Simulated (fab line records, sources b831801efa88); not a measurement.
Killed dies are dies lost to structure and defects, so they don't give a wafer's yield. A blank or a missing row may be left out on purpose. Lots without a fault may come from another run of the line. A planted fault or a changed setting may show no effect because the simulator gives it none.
Which tool did it? | flow sky130 | 24 lots, 72 wafers sampled, at 5 steps of a route of 708

WHAT THE GAUGES READ, wafer by wafer
SKY_METAL2_RS_MEAS_05: measures by four-point-probe.
lot  | measured     | on            | METAL2_ALCU_RS (ohm/sq)
L074 | day 33 14:52 | film_metro-01 | 0.1301 0.1313 0.1302
L075 | day 33 17:41 | film_metro-02 | 0.1288 0.1302 0.1300
L076 | day 34 12:07 | film_metro-01 | 0.1271 0.1262 0.1268
L077 | day 34 14:31 | film_metro-04 | 0.1262 0.1275 0.1258
L078 | day 35 02:13 | film_metro-04 | 0.1276 0.1279 0.1264
L079 | day 35 21:59 | film_metro-02 | 0.1286 0.1268 0.1273
L080 | day 36 04:18 | film_metro-04 | 0.1230 0.1243 0.1254
L081 | day 36 09:10 | film_metro-04 | 0.1280 0.1272 0.1275
L082 | day 36 21:42 | film_metro-01 | 0.1242 0.1247 0.1229
L083 | day 37 03:08 | film_metro-02 | 0.1285 0.1297 0.1287
L085 | day 37 23:44 | film_metro-02 | 0.1277 0.1297 0.1270
L084 | day 38 03:24 | film_metro-04 | 0.1271 0.1279 0.1267
L087 | day 38 13:47 | film_metro-02 | 0.1270 0.1278 0.1284
L086 | day 38 14:26 | film_metro-02 | 0.1296 0.1308 0.1300
L088 | day 38 20:55 | film_metro-01 | 0.1275 0.1266 0.1273
L090 | day 39 03:43 | film_metro-02 | 0.1251 0.1243 0.1255
L089 | day 39 04:19 | film_metro-04 | 0.1277 0.1257 0.1279
L091 | day 39 07:19 | film_metro-01 | 0.1284 0.1272 0.1294
L093 | day 39 22:19 | film_metro-02 | 0.1276 0.1263 0.1257
L092 | day 40 01:11 | film_metro-02 | 0.1278 0.1279 0.1288
L094 | day 40 07:14 | film_metro-02 | 0.1281 0.1259 0.1277
L095 | day 40 10:58 | film_metro-02 | 0.1247 0.1276 0.1271
L096 | day 40 14:49 | film_metro-04 | 0.1306 0.1288 0.1285
L097 | day 41 00:15 | film_metro-04 | 0.1289 0.1277 0.1277

SKY_METAL2_OVL_MEAS_16.
lot  | measured     | on         | METAL2_OVL (nm)
L074 | day 34 17:19 | overlay-01 | -3 0 -4
L075 | day 34 20:44 | overlay-02 | 8 0 -4
L076 | day 35 14:41 | overlay-01 | 5 5 -1
L077 | day 35 17:05 | overlay-02 | 2 -1 -1
L078 | day 36 04:23 | overlay-02 | 3 -5 0
L079 | day 36 23:56 | overlay-02 | -11 1 6
L080 | day 37 06:55 | overlay-02 | -5 4 -2
L081 | day 37 11:13 | overlay-01 | -13 -8 -14
L082 | day 38 00:37 | overlay-01 | -14 -4 -7
L083 | day 38 05:13 | overlay-02 | -5 -1 3
L085 | day 39 01:29 | overlay-02 | -10 2 -5
L084 | day 39 05:27 | overlay-01 | 1 -3 4
L087 | day 39 15:02 | overlay-01 | -9 -7 -1
L086 | day 39 16:02 | overlay-01 | -8 -17 -12
L088 | day 39 21:50 | overlay-02 | 7 7 2
L090 | day 40 05:05 | overlay-02 | 0 -2 -6
L089 | day 40 05:26 | overlay-01 | -13 0 -9
L091 | day 40 08:32 | overlay-01 | -6 1 -5
L093 | day 40 22:33 | overlay-01 | -8 0 -1
L092 | day 41 01:35 | overlay-02 | -1 3 2
L094 | day 41 06:55 | overlay-02 | 10 1 -2
L095 | day 41 11:19 | overlay-02 | -10 0 -10
L096 | day 41 14:50 | overlay-02 | -6 -7 -5
L097 | day 41 23:20 | overlay-02 | -4 1 -3

SKY_VIA3_BOW_MEAS_03.
lot  | measured     | on            | VIA3_BOW (um)
L074 | day 38 05:14 | film_metro-02 | 67 84 75
L075 | day 38 08:38 | film_metro-02 | 79 79 77
L076 | day 39 01:53 | film_metro-03 | 76 59 64
L077 | day 39 04:38 | film_metro-01 | 91 88 77
L078 | day 39 14:43 | film_metro-03 | 71 77 75
L079 | day 40 10:33 | film_metro-02 | 85 84 86
L080 | day 40 15:50 | film_metro-02 | 78 82 86
L081 | day 40 20:10 | film_metro-01 | 70 84 81
L082 | day 41 08:25 | film_metro-03 | 64 64 79
L083 | day 41 13:19 | film_metro-03 | 78 70 70
L085 | day 42 07:28 | film_metro-03 | 74 78 84
L084 | day 42 10:42 | film_metro-03 | 78 80 74
L087 | day 42 19:12 | film_metro-03 | 73 68 70
L086 | day 42 20:08 | film_metro-01 | 88 94 63
L088 | day 43 03:01 | film_metro-02 | 86 94 81
L090 | day 43 08:10 | film_metro-03 | 76 87 75
L089 | day 43 08:44 | film_metro-01 | 82 89 70
L091 | day 43 11:53 | film_metro-03 | 82 86 79
L093 | day 43 23:27 | film_metro-02 | 81 75 76
L092 | day 44 03:30 | film_metro-02 | 79 90 87
L094 | day 44 09:34 | film_metro-03 | 86 76 76
L095 | day 44 13:53 | film_metro-03 | 66 75 75
L096 | day 44 16:52 | film_metro-02 | 90 97 96
L097 | day 45 00:12 | film_metro-02 | 76 66 86

WHICH TOOL RAN EACH LOT (tool, then ch and the chambers of the sampled wafers, then the start)
lot  | SKY_METAL2_SPUTTER_02        | SKY_METAL2_STRIP_20
L074 | pvd_sputter-01, day 33 14:46 | plasma_asher-01 ch 0,1, day 34 17:32
L075 | pvd_sputter-03, day 33 17:35 | plasma_asher-01 ch 1, day 34 20:58
L076 | pvd_sputter-01, day 34 12:00 | plasma_asher-01 ch 0,1, day 35 14:55
L077 | pvd_sputter-02, day 34 14:25 | plasma_asher-04 ch 0,1, day 35 17:18
L078 | pvd_sputter-03, day 35 02:07 | plasma_asher-01 ch 0,1, day 36 04:37
L079 | pvd_sputter-01, day 35 21:53 | plasma_asher-04 ch 0,1, day 37 00:20
L080 | pvd_sputter-02, day 36 04:11 | plasma_asher-04 ch 0,1, day 37 07:08
L081 | pvd_sputter-01, day 36 09:03 | plasma_asher-04 ch 0, day 37 11:37
L082 | pvd_sputter-02, day 36 21:35 | plasma_asher-01 ch 0,1, day 38 00:50
L083 | pvd_sputter-03, day 37 03:01 | plasma_asher-04 ch 0,1, day 38 05:26
L085 | pvd_sputter-02, day 37 23:38 | plasma_asher-02 ch 0, day 39 01:43
L084 | pvd_sputter-03, day 38 03:16 | plasma_asher-02 ch 0,1, day 39 05:41
L087 | pvd_sputter-02, day 38 13:40 | plasma_asher-04 ch 0,1, day 39 15:16
L086 | pvd_sputter-03, day 38 14:20 | plasma_asher-04 ch 0,1, day 39 16:15
L088 | pvd_sputter-01, day 38 20:48 | plasma_asher-02 ch 0,1, day 39 22:03
L090 | pvd_sputter-02, day 39 03:38 | plasma_asher-04 ch 0,1, day 40 05:18
L089 | pvd_sputter-01, day 39 04:12 | plasma_asher-02 ch 0,1, day 40 05:39
L091 | pvd_sputter-03, day 39 07:13 | plasma_asher-01 ch 0,1, day 40 08:46
L093 | pvd_sputter-03, day 39 22:11 | plasma_asher-04 ch 0,1, day 40 22:47
L092 | pvd_sputter-03, day 40 01:06 | plasma_asher-01 ch 0,1, day 41 01:48
L094 | pvd_sputter-01, day 40 07:08 | plasma_asher-02 ch 0,1, day 41 07:08
L095 | pvd_sputter-02, day 40 10:53 | plasma_asher-01 ch 0,1, day 41 11:33
L096 | pvd_sputter-03, day 40 14:43 | plasma_asher-01 ch 0,1, day 41 15:04
L097 | pvd_sputter-01, day 41 00:10 | plasma_asher-02 ch 0,1, day 41 23:34
- SKY_METAL2_SPUTTER_02: material AlCu, target thk 250 nm, time 13.3 s.
- SKY_METAL2_STRIP_20: strips in O2/N2.

WHAT THE TOOLS THEMSELVES READ (means of the sampled wafers that have a number; where no wafer has one, the mark that the record gives instead)
SKY_METAL2_SPUTTER_02.
lot  | tool           | throttle_valve_pct (%)
L074 | pvd_sputter-01 | 29.5
L075 | pvd_sputter-03 | 29.0
L076 | pvd_sputter-01 | 30.2
L077 | pvd_sputter-02 | 30.6
L078 | pvd_sputter-03 | 28.9
L079 | pvd_sputter-01 | 29.5
L080 | pvd_sputter-02 | 30.1
L081 | pvd_sputter-01 | 29.6
L082 | pvd_sputter-02 | 30.2
L083 | pvd_sputter-03 | 28.8
L085 | pvd_sputter-02 | 29.8
L084 | pvd_sputter-03 | 29.3
L087 | pvd_sputter-02 | 30.1
L086 | pvd_sputter-03 | 28.2
L088 | pvd_sputter-01 | 29.6
L090 | pvd_sputter-02 | 30.4
L089 | pvd_sputter-01 | 29.7
L091 | pvd_sputter-03 | 28.9
L093 | pvd_sputter-03 | 29.4
L092 | pvd_sputter-03 | 28.9
L094 | pvd_sputter-01 | 30.7
L095 | pvd_sputter-02 | 30.6
L096 | pvd_sputter-03 | 28.9
L097 | pvd_sputter-01 | 29.2

SKY_METAL2_STRIP_20.
lot  | tool            | drypump_motor_current_A (A) | o2_flow_sccm (sccm) | oes_product_au (a.u.) | strip_time_to_endpoint_s (s)
L074 | plasma_asher-01 | 6.12                        | 2992                | 0.345                 | 2.68
L075 | plasma_asher-01 | 6.10                        | 3005                | 0.347                 | 2.67
L076 | plasma_asher-01 | 6.10                        | 3003                | 0.344                 | 2.67
L077 | plasma_asher-04 | 6.09                        | 3007                | 0.345                 | 2.66
L078 | plasma_asher-01 | 6.11                        | 3000                | 0.341                 | 2.67
L079 | plasma_asher-04 | 6.09                        | 2999                | 0.343                 | 2.67
L080 | plasma_asher-04 | 6.09                        | 3006                | 0.343                 | 2.70
L081 | plasma_asher-04 | 6.00                        | 3009                | 0.342                 | 2.65
L082 | plasma_asher-01 | 6.12                        | 2998                | 0.346                 | 2.72
L083 | plasma_asher-04 | 6.08                        | 3000                | 0.346                 | 2.75
L085 | plasma_asher-02 | 5.92                        | 2999                | 0.347                 | 2.63
L084 | plasma_asher-02 | 5.69                        | 3004                | 0.345                 | 2.69
L087 | plasma_asher-04 | 6.11                        | 3001                | 0.346                 | 2.74
L086 | plasma_asher-04 | 6.21                        | 2997                | 0.337                 | 2.65
L088 | plasma_asher-02 | 5.66                        | 2997                | 0.339                 | 2.65
L090 | plasma_asher-04 | 6.10                        | 2996                | 0.340                 | 2.68
L089 | plasma_asher-02 | 5.81                        | 3003                | 0.342                 | 2.70
L091 | plasma_asher-01 | 6.10                        | 2995                | 0.348                 | 2.72
L093 | plasma_asher-04 | 6.18                        | 2991                | 0.338                 | 2.60
L092 | plasma_asher-01 | 6.13                        | 3001                | 0.341                 | 2.66
L094 | plasma_asher-02 | 5.69                        | 3000                | 0.350                 | 2.71
L095 | plasma_asher-01 | 6.15                        | 3003                | 0.336                 | 2.69
L096 | plasma_asher-01 | 6.12                        | 2993                | 0.339                 | 2.69
L097 | plasma_asher-02 | 5.69                        | 2996                | 0.346                 | 2.72

THE ANSWER, worked out from the rows above alone
Rule: what is usual is taken from the lots themselves. Put in order of their means at a reading, lots are off if they are a third of the lots or fewer, leave a main group of 4 or more, and stand apart from it by a gap of 3 or more times the standard deviation of the main group's means; of several such gaps the widest counts. A main group whose means are all the same, to the digits that the tables above print for the reading, isn't used. A lot without any number at a reading at which 4 lots or more have one is off too. The other lots that the step has rows for count as sound. The gauges are gone through in route order, then the tools' own readings, and for those a lot's mean is taken as printed above. The first step at which some lot is off is used, and at that step the reading that is off furthest; a lot without a number counts as furthest.
No lot is off at any reading shown: from this, nothing can be told.

WHAT THE SIMULATOR HAD PUT IN
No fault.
